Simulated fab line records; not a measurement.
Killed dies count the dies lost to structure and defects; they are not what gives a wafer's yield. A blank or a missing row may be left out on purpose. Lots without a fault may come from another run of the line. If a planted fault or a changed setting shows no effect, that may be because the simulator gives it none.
Comparing a struck lot with a sound one    flow gf180mcu    43 out of 602 route steps
Sound: these wafers, L537.1, L537.2, L537.5. Struck: wafers L546.1, L546.6 (left out: L546.3, a lot-mate that was not struck); the cause follows at the end.
Per side, at each step with rows, come the tool, then ch with its chambers, and then its first start. Under that, the readings that differ: sound wafers    struck wafers    difference of the means    sigmas: that difference in standard deviations of wafers without a fault.
alike: same words and numbers on both sides, and readings whose means sit less than 2 such deviations apart. not compared: any withheld reading, any reading some wafer has no value for, any bound like >300 that may hide the same value, and any number with overlapping values for which the record gives no deviation.
A row with sigmas, a row that says differs or no value, or rows on one side alone: a step with any of these is where the two part. Numbers that don't overlap but have no deviation are shown without sigmas and don't part them. A reading missing from all wafers of one side parts the sides only when that side holds two or more wafers.

GF_HV_LDD_ETCHBACK_58: etches Si3N4 in CH3F/O2, stops on SiO2, time 100 s, target depth 90 nm.
  sound on rie-diel-03 ch 0,1,2, day 12 13:56; struck on rie-diel-03 ch 2, day 15 06:58
  alike: O2_flow_sccm, drypump-motor-current-A, oes-product-au, throttle-valve-pct
  not compared: rf-hours-counter-h
then, 7 steps without rows for these wafers: GF_NSD_DEHYDRATE_00 (time 60 s); GF_NSD_HMDS_01 (prime time 60 s); GF_NSD_COAT_02 (resist thk 1000 nm); GF_NSD_SOFTBAKE_03 (time 60 s); GF_NSD_EXPOSE_04 (exposes mask Nplus, target cd 400 nm); GF_NSD_PEB_05; GF_NSD_DEVELOP_06 (develop time 60 s).
GF_NSD_CD_MEAS_07 targets a cd of 400 nm.
  sound on cd-sem-01, day 13 09:11; struck on cd-sem-01, day 16 04:26
  alike: cd-nm
GF_NSD_OVL_MEAS_08:
  sound on overlay-01, day 13 09:19; struck on overlay-01, day 16 04:34
  alike: NSD_OVL
then, 2 steps without rows for these wafers: GF_NSD_IMPLANT_09; GF_NSD_IMPLANT_10.
GF_NSD_STRIP_11: strips in O2/N2.
  sound on plasma-asher-02 ch 0,1, day 13 09:39; struck on plasma-asher-04 ch 0, day 16 04:53
reading                      sound        struck   difference  sigmas
drypump-motor-current-A (A)  6.3 6.7 6.3  5.6 5.5  -0.9        -2
  alike: heater-power-w, oes-product-au, strip-time-to-endpoint-s
  not compared: rf-hours-counter-h
GF_NSD_TW_MEAS_12:
  sound on film-metro-02, day 13 09:45; struck on film-metro-01, day 16 04:59
  alike: NSD_TW
then, 7 steps without rows for these wafers: GF_PSD_DEHYDRATE_00 (time 60 s); GF_PSD_HMDS_01 (prime time 60 s); GF_PSD_COAT_02 (resist thk 1000 nm); GF_PSD_SOFTBAKE_03 (time 60 s); GF_PSD_EXPOSE_04 (exposes mask Pplus, target cd 400 nm); GF_PSD_PEB_05; GF_PSD_DEVELOP_06 (develop time 60 s).
GF_PSD_CD_MEAS_07 targets a cd of 400 nm.
  sound on cd-sem-02, day 14 06:10; struck on cd-sem-01, day 17 02:41
  alike: cd-nm
GF_PSD_OVL_MEAS_08:
  sound on overlay-02, day 14 06:17; struck on overlay-02, day 17 02:49
  alike: PSD_OVL
after that, 1 step had no rows for these wafers: GF_PSD_IMPLANT_09.
GF_PSD_STRIP_10: strips in O2/N2.
  sound on plasma-asher-03 ch 0,1, day 14 06:28; struck on plasma-asher-04 ch 0,1, day 17 02:59
reading                       sound              struck       difference  sigmas
strip-time-to-endpoint-s (s)  16.47 16.51 16.46  16.58 16.59  +0.11       +3
  alike: drypump-motor-current-A, heater-power-w, oes-product-au
  not compared: rf-hours-counter-h
GF_PSD_TW_MEAS_11:
  sound on film-metro-03, day 14 06:34; struck on film-metro-01, day 17 03:09
  alike: PSD_TW
then, 1 step without rows for these wafers: GF_PSD_CLEAN_12 (cleans in SC1/SC2, time 150 s).
GF_PSD_RTA_13: time 20 s.
  sound on rtp-anneal-02 ch 0, day 14 06:41; struck on rtp-anneal-01 ch 0, day 17 03:16
reading             sound           struck     difference  sigmas
lamp-power-pct (%)  27.5 27.5 27.5  30.5 30.6  +3.1        +2
  alike: wafer_temp_C_max
GF_PSD_RS_MEAS_14: measures by four-point-probe.
  sound on film-metro-02, day 14 06:47; struck on film-metro-01, day 17 03:21
  alike: NSD_RS
GF_PSD_RS_MEAS_15: measures by four-point-probe.
  sound on film-metro-02, day 14 06:54; struck on film-metro-01, day 17 03:28
  alike: PSD_RS
GF_SAB_CVD_00: deposits SiO2 from TEOS, target thk 50 nm, time 4.9302 s.
  sound on pecvd-01 ch 0,2, day 14 07:01; struck on pecvd-02 ch 0,1, day 17 03:35
  alike: heater-power-w
GF_SAB_THK_MEAS_01:
  sound on film-metro-03, day 14 07:02; struck on film-metro-03, day 17 03:37
  alike: SAB_CVD_00_THK
then, 7 steps without rows for these wafers: GF_SAB_DEHYDRATE_02 (time 60 s); GF_SAB_HMDS_03 (prime time 60 s); GF_SAB_COAT_04 (resist thk 1000 nm); GF_SAB_SOFTBAKE_05 (time 60 s); GF_SAB_EXPOSE_06 (exposes mask SAB, target cd 420 nm); GF_SAB_PEB_07; GF_SAB_DEVELOP_08 (develop time 60 s).
GF_SAB_CD_MEAS_09 targets a cd of 420 nm.
  sound on cd-sem-02, day 15 03:47; struck on cd-sem-02, day 18 01:05
  alike: cd-nm
GF_SAB_OVL_MEAS_10:
  sound on overlay-01, day 15 03:55; struck on overlay-02, day 18 01:13
  alike: SAB_OVL
GF_SAB_ETCH_11: etches SiO2 in C4F8/O2/Ar, target depth 55 nm, time 8.5 s.
  sound on rie-diel-04 ch 0,3, day 15 03:57; struck on rie-diel-02 ch 2, day 18 01:14
  alike: oes-product-au
  not compared: rf-hours-counter-h
-- the record jumps here: 13 days lie between the struck wafers' starts before and after (it left off in module SAB and takes up again in module PASSIVATION, whose first step shown is number 602 of the route) --
GF_PASSIVATION_PROBE_99:
  only the struck wafers here have rows in the record (prober-01, day 31 12:37); the sound ones have none

== WHERE THEY PART ==
Last at GF_PASSIVATION_PROBE_99 as far as this record goes, first at GF_NSD_STRIP_11.

WHY: what had been put in by the simulator
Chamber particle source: plasma-asher-04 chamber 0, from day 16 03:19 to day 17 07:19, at GF_NSD_STRIP_11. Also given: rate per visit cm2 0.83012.
